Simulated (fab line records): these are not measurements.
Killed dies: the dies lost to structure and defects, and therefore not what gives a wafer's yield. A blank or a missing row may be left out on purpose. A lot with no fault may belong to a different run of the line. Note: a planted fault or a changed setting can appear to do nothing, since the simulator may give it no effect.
fab line records    flow sky130
[record] lots = 4  wafers = 12  lastDay = 48
route steps=708 shown GATE_OXIDE@192 POLY_GATE@204 RES_PROTECT@206 POLY_CUT@318 PAD_OPEN@708
lots that met no fault: from a run of the same line without faults
startH: the number of hours between the record's first day and the start of the first shown wafer of the lot    waitH: how many hours have passed since the lot's step before this one    " unchanged from the row above    L1.1+2: a row that stands for several wafers    - no value, or no start given    * or withheld: withheld    < > ~ a bound
route shown NAME@n: NAME is a module with steps in the file, n the number in the route of the first one    usual: mean/standard deviation of fault-free wafers    same: alike in all rows    chamber/n: place in a boat    sites: the reading at each site    _std_site: the standard deviation of these    _edge_site: outer sites' mean less inner sites'    radiusMm: for every site, how far away it sits from the centre of the wafer    mask NAME#n: copy n    behind: the tool/chamber that last shaped the wafer    hold: why the lot went on hold/how many hours it stayed there/how the hold came to an end    device: whichever transistor did not switch (one of n, p or np)    end of line: the tests these same wafers got at the end of their route    where a step has no rows: the recipe by itself    killed: at the first sort, the dies lost to defects and structure; wafer yield is something else    map: per-die view of a wafer (x killed, . not killed, _ where there is no die)
set.NAME: setting as actually run; set.NAME@STEP: the setting as run at that earlier step    model.NAME: the simulator's own value behind a step, which no gauge read
certain route steps with their lots: each step a table, each wafer a row
services: a tool's chamber out of use, with start hour (startH, from the record's first day; less than 0 if before it), hours out, and reason
[[steps]]
[step SKY_GATE_OXIDE_COAT_05]
[recipe] resist = NOVOLAK  spinRpm = 3000  resistThkNm = 1140
[step SKY_GATE_OXIDE_SOFTBAKE_06]
[recipe] tempC = 90  timeS = 60  resist = NOVOLAK
[step SKY_GATE_OXIDE_EXPOSE_07]
[recipe] maskId = LVOM  na = 0.6  sourceShape = conventional  sigmaOuter = 0.6  polarization = unpolarized  targetCdNm = 600  doseMj = 170
[step SKY_GATE_OXIDE_PEB_08]
[recipe] tempC = withheld  timeS = *  resist = NOVOLAK
[step SKY_GATE_OXIDE_DEVELOP_09]
[recipe] resist = NOVOLAK  developer = TMAH  developTimeS = 60  devTempC = 22.28
[step SKY_GATE_OXIDE_IMPLANT_11]
[recipe] species = B  energyKev = 10  doseCm2 = 2.6e+12  tiltDeg = withheld
[step SKY_GATE_OXIDE_WET_ETCH_12]
[recipe] chemistry = dHF  targetDepthNm = 16.8  dry = n2Spin  target = SiO2  dilution = 100:1  tempC = 25  timeS = 336
[step SKY_GATE_OXIDE_STRIP_13]
[recipe] chemistry = O2/N2  powerW = 1400  pressureMtorr = 1500  platenTempC = withheld  o2FlowSccm = 3000  n2FlowSccm = 300  overashFraction = 0.5
[step SKY_GATE_OXIDE_CLEAN_15]
[recipe] chemistry = SC1/SC2  mix = 1:4:20  tempC = 70  timeS = 150  dry = n2Spin
[step SKY_GATE_OXIDE_OXIDATION_16]
[recipe] tempC = 800  ambient = O2  idleTempC = 700  rampUpCPerMin = 10  rampDownCPerMin = 3  stabiliseS = 600  purgeS = 300  targetThkA = 35.7  oxTimeS = 1915
[step SKY_POLY_GATE_CVD_00]
[recipe] material = poly-Si  targetThkNm = 180  tempC = 620  timeS = 720  pressureMtorr = 200
[usual] spikeTcBottomC = 644/4  spikeTcCentreC = 620.7/0.96  spikeTcLowerC = 619.0/0.98  spikeTcTopC = 636.1/1.8  spikeTcUpperC = 620.6/1.1  susceptorTempC = 620.02/0.3  zonePowerBottomPct = 12.09/0.13  zonePowerCentrePct = 10.88/0.12  zonePowerUpperPct = 8.39/0.13
lot.wafer  tool      chamber  startH  waitH  spikeTcBottomC  spikeTcCentreC  spikeTcLowerC  spikeTcTopC  spikeTcUpperC  susceptorTempC  zonePowerBottomPct  zonePowerCentrePct  zonePowerUpperPct  model.poly-Si_of_POLY_GATE_CVD_00.thkNm
L173.1     lpcvd-01  0        352.00  0.0    646             619.8           617.6          635.7        621.3          620.12          12.12               11.06               8.40               178.2
L173.2     "         0        "       "      646             622.3           619.3          637.0        618.5          620.31          12.36               10.99               8.38               178.7
L173.6     "         0        "       "      647             621.7           619.4          636.3        619.4          620.02          12.04               10.79               8.37               178.3
L174.2     lpcvd-01  0        356.17  0.0    625             597.6           596.2          615.3        597.0          598.17          11.00               10.33               7.93               104.2
L174.4     "         0        "       "      623             600.0           596.6          614.5        597.1          598.04          11.25               10.27               7.95               103.8
L174.6     "         0        "       "      625             597.8           595.9          616.2        598.3          598.16          11.20               10.07               7.83               103.3
L175.1     lpcvd-01  0        368.30  0.0    622             598.0           597.4          615.6        599.4          597.56          11.44               10.13               7.85               105.7
L175.4     "         0        "       "      624             598.3           596.4          616.0        597.4          597.55          11.17               10.20               8.02               105.5
L175.5     "         0        "       "      626             600.3           597.0          614.1        598.2          597.94          11.27               10.16               7.86               105.6
L182.2     lpcvd-01  0        427.92  0.0    648             622.0           619.5          636.3        621.2          620.57          12.19               10.71               8.39               181.7
L182.3     "         0        "       "      645             621.6           617.5          636.6        621.1          619.95          12.07               11.09               8.53               179.8
L182.4     "         0        "       "      645             620.5           617.2          637.3        622.6          620.02          12.35               10.82               8.46               181.2
[step SKY_POLY_GATE_THK_MEAS_01]
[recipe] reads = poly-Si_of_POLY_GATE_CVD_00
[usual] POLY_GATE_CVD_00_THK = 180.2/1.8
lot.wafer  tool          chamber  startH  waitH  POLY_GATE_CVD_00_THK[nm]
L173.1     filmMetro-04  -        353.20  0.0    178.2
L173.2     "             -        "       "      178.7
L173.6     "             -        "       "      178.3
L174.2     filmMetro-03  -        357.38  0.0    104.2
L174.4     "             -        "       "      103.8
L174.6     "             -        "       "      103.3
L175.1     filmMetro-04  -        369.50  0.0    105.7
L175.4     "             -        "       "      105.7
L175.5     "             -        "       "      105.6
L182.2     filmMetro-03  -        429.73  0.0    181.8
L182.3     "             -        "       "      179.8
L182.4     "             -        "       "      181.1
[step SKY_RES_PROTECT_DEHYDRATE_00]
[recipe] tempC = 200  timeS = 60
[step SKY_RES_PROTECT_HMDS_01]
[recipe] primeTimeS = 60  primeTempC = 120
[step SKY_RES_PROTECT_COAT_02]
[recipe] resist = NOVOLAK  spinRpm = 3000  resistThkNm = 1140
[step SKY_RES_PROTECT_SOFTBAKE_03]
[recipe] tempC = 90  timeS = 60  resist = NOVOLAK
[step SKY_RES_PROTECT_EXPOSE_04]
[recipe] maskId = RPM  na = 0.6  sourceShape = conventional  sigmaOuter = 0.6  polarization = unpolarized  targetCdNm = 1270  doseMj = 128.6
[step SKY_RES_PROTECT_PEB_05]
[recipe] tempC = withheld  timeS = *  resist = NOVOLAK
[step SKY_RES_PROTECT_DEVELOP_06]
[recipe] resist = NOVOLAK  developer = TMAH  developTimeS = 60  devTempC = 23
[step SKY_POLY_GATE_IMPLANT_02]
[recipe] species = P  energyKev = 30  doseCm2 = 7.7e+15  tiltDeg = 0
[step SKY_RES_PROTECT_STRIP_07]
[recipe] chemistry = O2/N2  powerW = 1400  pressureMtorr = 1500  platenTempC = withheld  o2FlowSccm = 3000  n2FlowSccm = 300  overashFraction = 0.5
[step SKY_RES_PROTECT_CLEAN_09]
[recipe] chemistry = SC1/SC2  mix = 1:4:20  tempC = 70  timeS = 150  dry = n2Spin
[step SKY_POLY_GATE_CVD_03]
[recipe] material = Si3N4  precursor = DCS/NH3  targetThkNm = 75  tempC = 770  timeS = 1290  pressureMtorr = 250
[step SKY_POLY_GATE_DEHYDRATE_05]
[recipe] tempC = 200  timeS = 60
[step SKY_POLY_GATE_HMDS_06]
[recipe] primeTimeS = 60  primeTempC = 120
[step SKY_POLY_GATE_COAT_07]
[recipe] resist = BARC  tempC = withheld  timeS = withheld  spinRpm = 3000  resistThkNm = 110
[step SKY_POLY_GATE_COAT_08]
[recipe] resist = KrF-thick  spinRpm = 3000  resistThkNm = 450
[step SKY_POLY_GATE_SOFTBAKE_09]
[recipe] tempC = 100  timeS = 90  resist = KrF-thick
[step SKY_POLY_GATE_EXPOSE_10]
[recipe] maskId = P1M  na = 0.68  sourceShape = conventional  sigmaOuter = 0.6  targetCdNm = 150  doseMj = 28
[step SKY_POLY_GATE_PEB_11]
[recipe] pebTempC = withheld  pebTimeS = withheld  resist = KrF-thick
[step SKY_POLY_GATE_DEVELOP_12]
[recipe] developTimeS = 60  resist = KrF-thick  devTempC = 21
[step SKY_POLY_GATE_ETCH_15]
[recipe] chemistry = N2/H2  target = BARC  ionEnergyEv = 200  sourceW = 500  biasW = 100  pressureMtorr = 30.93  n2FlowSccm = 100  h2FlowSccm = 200  stopOn = SiO2  timeS = 118.5  targetDepthA = 1100
[step SKY_POLY_GATE_ETCH_16]
[recipe] stopOn = poly-Si  chemistry = CH3F/O2  target = Si3N4  sourceW = 400  biasW = 80  pressureMtorr = 25  ch3fFlowSccm = 40  O2_flow_sccm = 30  timeS = 147.5  targetDepthA = 750
[step SKY_POLY_GATE_ETCH_17]
[recipe] targetDepthNm = 180  stopOn = SiO2  overEtchFrac = 0.56667  chemistry = HBr/Cl2  target = poly-Si  icpW = 400  biasW = 100  pressureMtorr = 10  HBr_flow_sccm = 150  Cl2_flow_sccm = 50  timeS = 70.5
[usual] chamberPressureMTorr = 9.999/0.0095  drypumpMotorCurrentA = 5.84/0.27  oesProductAu = 0.988/0.0077  throttleValvePct = 33.685/0.0083
lot.wafer  tool      chamber  startH  waitH  chamberPressureMTorr  drypumpMotorCurrentA  oesProductAu  rfHoursCounterH  throttleValvePct  model.etch.depthNm  model.POLY_GATE.featureDepthNm
L173.1     rieSi-01  3        413.57  0.0    9.999                 5.79                  0.978         2                33.680            177.6               177.6
L173.2     "         2        "       "      9.998                 5.91                  0.989         62               33.679            178.1               178.1
L173.6     "         0        "       "      10.009                6.00                  0.983         -                33.682            177.7               177.7
L174.2     rieSi-01  1        416.94  0.0    10.015                5.85                  0.688         3                33.671            103.5               103.5
L174.4     "         0        "       "      9.997                 5.96                  0.686         6                33.681            103.2               103.2
L174.6     "         3        "       "      9.997                 5.79                  0.684         -                33.679            102.7               102.7
L175.1     rieSi-01  0        431.10  0.1    9.997                 6.01                  0.693         6                33.690            105.1               105.1
L175.4     "         3        "       "      10.007                5.79                  0.711         2                33.692            104.9               104.9
L175.5     "         0        "       "      9.996                 5.99                  0.695         -                33.688            104.9               104.9
L182.2     rieSi-02  0        493.65  0.0    10.018                6.07                  0.998         48               33.684            180.7               180.7
L182.3     "         1        "       "      10.002                6.13                  0.985         40               33.680            179.1               179.1
L182.4     "         2        "       "      9.998                 5.87                  0.999         2                33.695            179.6               179.6
[step SKY_POLY_GATE_STRIP_18]
[recipe] chemistry = O2/N2  powerW = 1400  pressureMtorr = 1500  platenTempC = withheld  o2FlowSccm = 3000  n2FlowSccm = 300  overashFraction = 0.5
[step SKY_POLY_GATE_CLEAN_19]
[recipe] chemistry = SC1/SC2  mix = 1:4:20  tempC = 70  timeS = 150  dry = n2Spin
[step SKY_POLY_CUT_ETCH_11]
[recipe] target = Si3N4  chemistry = CF4/CH2F2/Ar  stopOn = poly-Si  sourceW = 610.7  biasW = 150  pressureMtorr = 40  cf4FlowSccm = 40  ch2f2FlowSccm = 20  Ar_flow_sccm = 150  timeS = 42.5  targetDepthA = 600
[usual] chamberPressureMTorr = 40.00/0.033  drypumpMotorCurrentA = 5.8/0.48  oesProductAu = 0.827/0.0052  throttleValvePct = 14.994/0.01
lot.wafer  tool        chamber  startH  waitH  chamberPressureMTorr  drypumpMotorCurrentA  oesProductAu  rfHoursCounterH  throttleValvePct  model.poly-Si_of_POLY_GATE_CVD_00.thkNm
L173.1     rieDiel-03  3        601.48  0.0    40.01                 5.7                   0.821         3                15.000            177.5
L173.2     "           0        "       "      40.02                 6.2                   0.826         5                14.984            178
L173.6     "           1        "       "      40.02                 5.9                   0.825         -                15.003            177.6
L174.2     rieDiel-04  1        603.05  0.0    39.99                 5.9                   0.829         51               14.994            103.4
L174.4     "           3        "       "      40.00                 6.4                   0.823         2                14.993            103.1
L174.6     "           1        "       "      40.03                 5.9                   0.827         -                14.984            102.6
L175.1     rieDiel-03  3        617.48  0.0    39.98                 5.7                   0.832         4                15.010            105
L175.4     "           1        "       "      40.00                 5.9                   0.826         7                14.988            104.8
L175.5     "           2        "       "      39.97                 5.4                   0.825         -                15.002            104.8
L182.2     rieDiel-04  2        675.49  0.0    40.02                 5.9                   0.820         22               14.995            180.9
L182.3     "           1        "       "      39.92                 5.9                   0.842         53               14.995            179
L182.4     "           3        "       "      39.94                 6.5                   0.825         3                14.978            180.5
[step SKY_PAD_OPEN_PROBE_99]
[usual] killed_at_M0_to_M3 = 43/6.3  killed_at_M4_up = 3.1/1.9  killedAtContacts = 24/5.1  killedAtFrontEnd = 14/4.3  killedAtOther = 0.3/0.53  killedDies = 85/8.8  killedOpen = 46/7.1  killedShort = 38/5.9
[same] grossDies = 492  killedAtBackSide = 0
lot.wafer  tool       chamber  startH   waitH  killed_at_M0_to_M3  killed_at_M4_up  killedAtContacts  killedAtFrontEnd  killedAtOther  killedDies  killedOpen  killedShort  model.etest.pfet_01v8.rOnOhmUm  model.etest.tipP.rsOhmSq  model.etest.resHighPo.lineOhmUm  model.etest.resPoly.lineOhmUm  model.etest.resPwdeUnderGate.rsOhmSq  model.etest.tipSonos.rsOhmSq  model.etest.resHighPo.rsOhmSq  model.etest.pfetG5v0d10v5.rOnOhmUm
L173.1     prober-02  -        1105.56  0.1    43                  0                19                17                0              79          38          41           2896                            7044                      735.4                            524.4                          6273                                  2687                          256.1                          4724
L173.2     prober-02  -        1105.61  0.1    37                  4                31                17                1              90          49          41           2937                            7101                      744.8                            511.2                          6284                                  2634                          259.9                          4709
L173.6     prober-02  -        1105.81  0.2    49                  1                21                9                 0              80          44          36           2935                            7099                      746.9                            528.3                          6267                                  2625                          261                            4710
L174.2     prober-01  -        1108.49  0.1    39                  4                32                13                0              88          49          39           -                               -                         -                                -                              -                                     -                             -                              -
L174.4     prober-01  -        1108.59  0.2    42                  4                25                8                 2              81          42          39           -                               -                         -                                -                              -                                     -                             -                              -
L174.6     prober-01  -        1108.69  0.2    45                  3                38                10                0              96          47          49           -                               -                         -                                -                              -                                     -                             -                              -
L175.1     prober-02  -        1118.47  0.1    56                  8                21                9                 0              94          49          45           3732                            7454                      1171                             867.1                          6414                                  2516                          411.7                          4898
L175.4     prober-02  -        1118.62  0.2    49                  4                27                6                 1              87          44          43           3801                            7480                      1174                             841.8                          6445                                  2502                          406.8                          4928
L175.5     prober-02  -        1118.67  0.2    55                  5                27                11                1              99          63          36           3819                            7442                      1175                             860.9                          6406                                  2518                          413.2                          4961
L182.2     prober-01  -        1157.05  0.1    33                  2                23                13                1              72          38          33           2872                            6869                      764.4                            532.4                          6075                                  2719                          265.1                          4664
L182.3     prober-01  -        1157.10  0.2    43                  4                28                12                0              87          51          36           2913                            6868                      742.6                            517.5                          6066                                  2688                          259.6                          4779
L182.4     prober-01  -        1157.15  0.2    38                  1                25                14                1              79          48          31           2851                            6823                      767.6                            537.7                          6138                                  2657                          268.6                          4668
// killed by level:class
L173.1 METAL1:geometricParticle:short=10 FIELD_ISO:geometricParticle:short=6 VIA1:geometricParticle:open=6 VIA3:geometricParticle:open=6 LI_CONTACT:geometricParticle:open=5 CONTACT:geometricParticle:open=5 FIELD_ISO:geometricParticle:open=4 VIA3:geometricParticle:short=4
L173.2 CONTACT:geometricParticle:open=12 LI_CONTACT:geometricParticle:open=8 POLY_GATE:geometricParticle:open=7 CONTACT:geometricParticle:short=7 VIA1:geometricParticle:short=6 VIA1:geometricParticle:open=6 FIELD_ISO:geometricParticle:short=4 METAL3:geometricParticle:short=4
L173.6 VIA1:geometricParticle:open=11 VIA3:geometricParticle:open=9 VIA2:geometricParticle:open=7 LI_CONTACT:geometricParticle:short=6 METAL1:geometricParticle:short=6 LI_CONTACT:geometricParticle:open=5 CONTACT:geometricParticle:open=5 LOCAL_INTERCONNECT:geometricParticle:short=3
L174.2 CONTACT:geometricParticle:open=12 VIA1:geometricParticle:open=12 CONTACT:geometricParticle:short=9 VIA3:geometricParticle:open=7 LOCAL_INTERCONNECT:geometricParticle:short=6 METAL1:geometricParticle:short=5 VIA1:geometricParticle:short=4 FIELD_ISO:geometricParticle:short=3
L174.4 VIA1:geometricParticle:open=13 CONTACT:geometricParticle:open=9 CONTACT:geometricParticle:short=7 VIA1:geometricParticle:short=6 VIA3:geometricParticle:open=5 LI_CONTACT:geometricParticle:short=4 METAL2:geometricParticle:short=4 FIELD_ISO:geometricParticle:short=3
L174.6 LI_CONTACT:geometricParticle:open=17 VIA1:geometricParticle:open=9 VIA1:geometricParticle:short=9 LOCAL_INTERCONNECT:geometricParticle:short=8 METAL1:geometricParticle:short=7 CONTACT:geometricParticle:open=5 VIA2:geometricParticle:open=5 LI_CONTACT:geometricParticle:short=4
L175.1 VIA1:geometricParticle:open=13 CONTACT:geometricParticle:open=11 METAL1:geometricParticle:short=9 METAL4:geometricParticle:short=7 VIA1:geometricParticle:short=6 VIA2:geometricParticle:open=5 VIA3:geometricParticle:open=5 LOCAL_INTERCONNECT:geometricParticle:short=4
L175.4 VIA1:geometricParticle:open=13 CONTACT:geometricParticle:open=11 METAL2:geometricParticle:short=10 CONTACT:geometricParticle:short=6 VIA2:geometricParticle:open=6 METAL1:geometricParticle:short=5 VIA1:geometricParticle:short=5 LI_CONTACT:geometricParticle:open=4
L175.5 VIA1:geometricParticle:open=20 LI_CONTACT:geometricParticle:open=8 CONTACT:geometricParticle:open=7 VIA3:geometricParticle:open=6 METAL1:geometricParticle:short=5 VIA1:geometricParticle:short=5 METAL2:geometricParticle:short=5 FIELD_ISO:geometricParticle:open=4
L182.2 LOCAL_INTERCONNECT:geometricParticle:short=8 VIA1:geometricParticle:open=6 VIA3:geometricParticle:open=6 CONTACT:geometricParticle:open=6 METAL1:geometricParticle:short=6 LI_CONTACT:geometricParticle:open=5 VIA2:geometricParticle:open=5 FIELD_ISO:geometricParticle:short=3
L182.3 VIA1:geometricParticle:open=13 LI_CONTACT:geometricParticle:open=10 CONTACT:geometricParticle:open=9 VIA3:geometricParticle:open=8 VIA3:geometricParticle:short=5 METAL1:geometricParticle:short=4 METAL4:geometricParticle:short=4 VIA1:geometricParticle:short=4
L182.4 VIA1:geometricParticle:open=9 CONTACT:geometricParticle:open=9 LI_CONTACT:geometricParticle:open=8 VIA3:geometricParticle:open=6 FIELD_ISO:geometricParticle:open=5 LOCAL_INTERCONNECT:geometricParticle:short=5 POLY_GATE:geometricParticle:short=4 VIA2:geometricParticle:short=4
[[services]]
tool        chamber  startH  hours  kind
rieDiel-04  2        329.10  2.6    repair
rieDiel-04  2        333.86  5.3    repair
rieSi-01    -        338.53  0.3    repair
rieSi-02    3        342.58  2.9    repair
rieSi-01    -        344.33  2.8    pm
rieSi-02    0        363.84  3.6    repair
rieDiel-04  0        389.34  9.8    repair
rieDiel-04  -        393.32  0.7    repair
rieSi-02    1        418.50  8.4    repair
rieDiel-03  1        423.83  10.1   repair
rieDiel-04  -        452.00  9.3    repair
rieSi-01    3        455.78  1.2    repair
lpcvd-01    -        455.95  0.6    repair
rieSi-01    1        476.18  1.4    repair
rieDiel-03  3        477.82  4.5    repair
rieSi-01    0        494.23  1.2    repair
rieDiel-03  1        510.63  3.9    repair
rieSi-01    1        513.79  2.8    repair
rieDiel-04  3        522.36  9.8    repair
lpcvd-01    -        526.21  0.8    repair
rieDiel-04  1        533.57  27.0   repair
rieDiel-03  0        542.57  6.9    repair
rieDiel-03  -        580.21  2.8    pm
rieDiel-03  2        670.27  11.5   repair
[[key]]
[firstSign] step = SKY_POLY_GATE_CVD_00  reading = susceptorTempC  direction = down  sigmas = 74  usual = *  struck = *
[effect] step = SKY_POLY_GATE_CVD_00  reading = spikeTcCentreC  direction = down  sigmas = 23  usual = 620.7  struck = 598.7
[effect] step = SKY_POLY_GATE_THK_MEAS_01  reading = POLY_GATE_CVD_00_THK  direction = down  sigmas = 42  usual = 180.2  struck = 104.7
[effect] step = SKY_POLY_GATE_ETCH_17  reading = oesProductAu  direction = down  sigmas = 38  usual = 0.988  struck = 0.693
[modelEffect] step = SKY_POLY_GATE_CVD_00  value = poly-Si_of_POLY_GATE_CVD_00.thkNm  without = 179.3  struck = 104.7
[modelEffect] step = SKY_POLY_GATE_ETCH_17  value = etch.depthNm  without = 178.7  struck = 104
[modelEffect] step = SKY_POLY_CUT_ETCH_11  value = poly-Si_of_POLY_GATE_CVD_00.thkNm  without = 178.6  struck = 103.9
[modelEffect] step = SKY_PAD_OPEN_PROBE_99  value = etest.pfet_01v8.rOnOhmUm  without = 2906  struck = 3784
metAt SKY_POLY_GATE_CVD_00
struckWafers L174.2,L174.4,L174.6,L175.1,L175.4,L175.5
testerLeftOut L174,L175
onsetBetween 352.00 356.17
[fault] kind = processParameterDrift  tool = lpcvd-01  chamber = -  onsetH = 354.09  steps = SKY_POLY_GATE_CVD_00  channel = tempC  offset = *  shape = step  endH = 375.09  stated = *
// testerLeftOut: of these lots the tester's yield and bins aren't shown, on N5 and GAA mostly nor the transistor test; their killed dies are dies lost to structure and defects alone, not to doping, threshold or leakage, so they don't give the yield
